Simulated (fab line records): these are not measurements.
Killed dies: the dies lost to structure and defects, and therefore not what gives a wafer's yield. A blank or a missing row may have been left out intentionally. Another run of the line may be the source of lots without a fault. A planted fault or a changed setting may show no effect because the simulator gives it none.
Which tool was responsible?	flow gf180mcu	21 wafers from 7 lots sampled at 2 of the route's 602 steps

== WHAT THE GAUGES READ, wafer by wafer ==
GF_HV_LDD_THK_MEAS_55.
lot	measured	on	HV_LDD_CVD_54_THK (nm)
L974	day 12 14:53	film metro-01	9.89 9.66 9.85
L977	day 13 18:20	film metro-01	10.18 10.19 10.17
L980	day 14 19:01	film metro-01	9.99 9.87 9.98
L983	day 15 22:25	film metro-01	11.85 10.66 10.44
L986	day 16 18:37	film metro-03	9.86 9.92 9.85
L993	day 19 06:02	film metro-03	9.90 10.00 9.83
L995	day 19 23:07	film metro-01	10.30 10.33 10.33

== WHICH TOOL RAN EACH LOT (tool, then ch and the chambers of the sampled wafers, then the start) ==
lot	GF_HV_LDD_CVD_54
L974	lpcvd-02 ch 0, day 12 13:52
L977	lpcvd-01 ch 0, day 13 17:18
L980	lpcvd-01 ch 0, day 14 17:59
L983	lpcvd-01 ch 0, day 15 21:23
L986	lpcvd-02 ch 0, day 16 17:35
L993	lpcvd-01 ch 0, day 19 05:01
L995	lpcvd-01 ch 1, day 19 22:06
- GF_HV_LDD_CVD_54: deposits SiO2 from TEOS, target thk 10 nm, time 75 s.

== THE ANSWER, worked out from the rows above alone ==
Rule: what is usual is taken from the lots themselves. Put in order of their means at a reading, lots are off if they are a third of the lots or fewer, leave a main group of 4 or more, and stand apart from it by a gap of 3 or more times the standard deviation of the main group's means; of several such gaps the widest counts. A main group whose means are all the same, to the digits that the tables above print for the reading, isn't used. A lot without any number at a reading at which 4 lots or more have one is off too. All remaining lots with rows at the step are treated as sound.
Off: at GF_HV_LDD_THK_MEAS_55 (HV_LDD_CVD_54_THK), L983. The main group has a mean of 10.01 nm with a standard deviation of 0.18.
If a tool, at a process step before that reading, ran all the lots that are off and no sound lot after the first of them, it fits. Gauges at GF_HV_LDD_THK_MEAS_55: tried the same way as those tools. Of those tried, none fits.

== WHAT THE SIMULATOR HAD PUT IN ==
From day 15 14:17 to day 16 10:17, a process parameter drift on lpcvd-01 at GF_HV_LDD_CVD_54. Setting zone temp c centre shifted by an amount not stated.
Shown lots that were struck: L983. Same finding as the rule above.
